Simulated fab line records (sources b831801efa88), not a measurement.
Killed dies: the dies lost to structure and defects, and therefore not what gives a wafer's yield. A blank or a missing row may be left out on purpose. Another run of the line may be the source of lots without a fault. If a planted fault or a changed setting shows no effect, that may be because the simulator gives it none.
Matching of chambers ; flow gf180mcu ; GF_V2_CMP_26 on cmp-01: 4 sister chambers
The step polishes, stops on SiO2, t overpolish 15 s, target thk 0 nm. 4 wafers are shown with their chamber, then 10 later ones without.

WAFERS, EACH WITH ITS CHAMBER
wafer;chamber;motor current A (A)
L464.4;1;9.7
L466.3;0;11.6
L474.4;2;9.7
L474.5;3;11.7

WAFERS WITHOUT THEIR CHAMBER
wafer;motor current A (A)
L474.6;12.6
L476.1;9.9
L476.3;11.8
L476.5;12.0
L478.1;11.5
L478.2;12.7
L478.3;9.7
L480.2;10.1
L480.3;11.5
L480.5;12.2

CHAMBER TAKEN BY EACH
wafer;from the rows above;in truth
L474.6;can't be placed: 3 or 0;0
L476.1;can't be placed: 1 or 2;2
L476.3;can't be placed: 3 or 0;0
L476.5;can't be placed: 3 or 0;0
L478.1;can't be placed: 0 or 3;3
L478.2;can't be placed: 3 or 0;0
L478.3;can't be placed: 1 or 2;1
L480.2;can't be placed: 1 or 2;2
L480.3;can't be placed: 0 or 3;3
L480.5;can't be placed: 3 or 0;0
0 of 10 placed correctly. Can't be placed from these rows: 10 (the true chamber is among the candidates in 10). 0 placed wrongly.
How it was worked out, from the rows above alone: a wafer's distance from a chamber is the root of the sum, over the readings, of the square of ((its reading less the chamber's mean) divided by the reading's scatter). If the next closest chamber is less than 2 further off than the closest, the wafer can't be placed; otherwise it belongs to the closest. The mean given for a chamber averages the wafers shown for that chamber. The scatter: root of mean squared gap, hidden wafer to nearest shown wafer, with one shown wafer a chamber.
